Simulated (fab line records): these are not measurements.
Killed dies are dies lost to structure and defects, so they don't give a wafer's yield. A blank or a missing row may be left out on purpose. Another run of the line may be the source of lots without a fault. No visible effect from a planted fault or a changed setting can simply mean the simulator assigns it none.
Which of the tools did it? | flow sky130 | 42 wafers from 14 lots sampled at 4 of the route's 708 steps

WHAT EACH GAUGE READ, for each wafer
SKY_VT_ADJUST_LVTN_TW_MEAS_10.
lot  | measured     | on           | VT_ADJUST_LVTN_TW
L371 | day 7 02:04  | filmMetro-04 | 240.3 239.6 239.8
L372 | day 7 11:52  | filmMetro-02 | 237.8 238.6 239.0
L374 | day 7 20:24  | filmMetro-04 | 238.8 239.2 239.9
L377 | day 9 05:32  | filmMetro-03 | 240.4 242.1 240.2
L379 | day 9 20:45  | filmMetro-03 | 240.5 241.1 240.7
L385 | day 11 16:57 | filmMetro-04 | 241.2 241.3 241.6
L387 | day 11 23:40 | filmMetro-03 | 241.9 241.7 242.5
L390 | day 12 15:50 | filmMetro-02 | 239.0 239.1 238.9
L391 | day 12 15:54 | filmMetro-04 | 241.1 239.5 239.3
L392 | day 13 01:52 | filmMetro-02 | 239.3 239.7 238.9
L393 | day 13 02:00 | filmMetro-04 | 241.5 242.2 242.0

SKY_VT_ADJUST_NCORE_CD_MEAS_07: the cd target is 380 nm.
lot  | measured     | on       | cdNm (nm)
L371 | day 8 17:53  | cdSem-02 | 376.2 379.0 378.0
L372 | day 9 04:53  | cdSem-02 | 379.5 381.5 379.2
L374 | day 9 13:30  | cdSem-02 | 379.3 382.5 381.8
L377 | day 11 01:01 | cdSem-02 | 383.8 385.0 383.4
L379 | day 11 17:38 | cdSem-01 | 378.1 379.3 379.7
L385 | day 13 18:24 | cdSem-01 | 376.1 378.1 376.2
L387 | day 14 00:58 | cdSem-02 | 379.0 380.3 377.3
L390 | day 14 18:29 | cdSem-01 | 379.1 378.1 378.3
L391 | day 14 19:00 | cdSem-02 | 377.8 378.9 376.1
L392 | day 15 04:54 | cdSem-01 | 375.9 374.9 375.9
L393 | day 15 05:12 | cdSem-02 | 380.2 377.9 378.6

SKY_LDD_P_TW_MEAS_11.
lot  | measured     | on           | LDD_P_TW
L371 | day 19 08:29 | filmMetro-02 | 631 632 628
L372 | day 19 19:54 | filmMetro-02 | 628 632 627
L374 | day 20 06:28 | filmMetro-04 | 635 639 641
L377 | day 22 06:47 | filmMetro-04 | 632 638 632
L379 | day 23 08:05 | filmMetro-01 | 644 644 645
L385 | day 25 13:13 | filmMetro-02 | 632 633 635
L387 | day 25 19:53 | filmMetro-02 | 634 632 635
L390 | day 26 14:43 | filmMetro-02 | 627 631 626
L391 | day 26 14:01 | filmMetro-01 | 635 633 635
L392 | day 26 23:51 | filmMetro-01 | 638 632 632
L393 | day 27 03:37 | filmMetro-02 | 630 630 629

WHICH TOOL RAN EACH LOT (tool, then ch and the chambers of the sampled wafers, then the start)
lot  | SKY_FIELD_ISO_CMP_27
L371 | cmp-02 ch 0,1, day 2 17:32
L372 | cmp-01 ch 0,1,3, day 3 00:37
L374 | cmp-02 ch 0,1, day 3 08:56
L377 | cmp-01 ch 0,1,2, day 4 04:33
L379 | cmp-01 ch 0,1,2, day 4 16:16
L384 | cmp-01 ch 0,1, day 5 17:53
L383 | cmp-01 ch 1,2,3, day 5 18:11
L386 | cmp-01 ch 0,1,3, day 6 03:46
L385 | cmp-01 ch 0,1,3, day 6 04:10
L387 | cmp-01 ch 1,2, day 6 13:25
L390 | cmp-01 ch 1,2,3, day 6 22:58
L391 | cmp-01 ch 1,2, day 6 23:13
L392 | cmp-01 ch 0,1,3, day 7 09:47
L393 | cmp-02 ch 0,1,2, day 7 09:58
- SKY_FIELD_ISO_CMP_27: polishes, stops on Si3N4, t overpolish 16 s, target thk 457.8 nm.

WHAT THE TOOLS THEMSELVES READ (means of the sampled wafers that have a number; where no wafer has one, the mark that the record gives instead)
SKY_FIELD_ISO_CMP_27.
lot  | tool   | edgeZonePressureFrac | headPressurePsi (psi) | motorCurrentA (A) | overpolishRunS (s) | timeToEndpointS (s)
L371 | cmp-02 | 1.000                | 3.998                 | 11.8              | 15.998             | 114
L372 | cmp-01 | 0.999                | 3.998                 | 12.2              | 16.000             | 111
L374 | cmp-02 | 0.993                | 3.997                 | 11.4              | 15.997             | 113
L377 | cmp-01 | 1.000                | 3.998                 | 13.1              | 16.003             | 111
L379 | cmp-01 | 1.002                | 4.003                 | 13.1              | 16.001             | 109
L384 | cmp-01 | -                    | -                     | -                 | -                  | -
L383 | cmp-01 | -                    | -                     | -                 | -                  | -
L386 | cmp-01 | -                    | -                     | -                 | -                  | -
L385 | cmp-01 | 1.005                | 4.003                 | 12.3              | 15.996             | 113
L387 | cmp-01 | 0.997                | 4.006                 | 13.1              | 16.002             | 113
L390 | cmp-01 | 0.998                | 4.001                 | 12.5              | 16.003             | 113
L391 | cmp-01 | 0.998                | 4.006                 | 13.7              | 16.007             | 119
L392 | cmp-01 | 1.001                | 3.998                 | 11.9              | 15.999             | 114
L393 | cmp-02 | 1.003                | 3.995                 | 11.0              | 16.007             | 106

THE ANSWER, worked out from the rows above alone
Rule: what is usual is taken from the lots themselves. The widest of any qualifying gaps counts: lots, ordered by their means at a reading, are off when they make up no more than a third of the lots, leave a main group of 4 or more, and stand apart from it by 3 or more times the standard deviation of that group's means. Not used: any main group whose means are identical at the precision the tables above print for the reading. A lot without any number at a reading at which 4 lots or more have one is off too. Where the step has rows for the other lots, those lots are counted as sound. The gauges are gone through in route order, then the tools' own readings, and for those a lot's mean is taken as printed above. At the first step where some lot is off, the reading lying furthest off is the one used; lots without a number count as furthest.
Off: L384, L383, L386, at SKY_FIELD_ISO_CMP_27 (edgeZonePressureFrac). Without a number there: L384, L383, L386. For the main group the mean is 1.000 and the standard deviation 0.0031.
A tool fits if, at that step or a process step before it, it ran every lot that is off, and no sound lot after the first of them. No candidate that was tried fits.

WHAT THE SIMULATOR PUT IN
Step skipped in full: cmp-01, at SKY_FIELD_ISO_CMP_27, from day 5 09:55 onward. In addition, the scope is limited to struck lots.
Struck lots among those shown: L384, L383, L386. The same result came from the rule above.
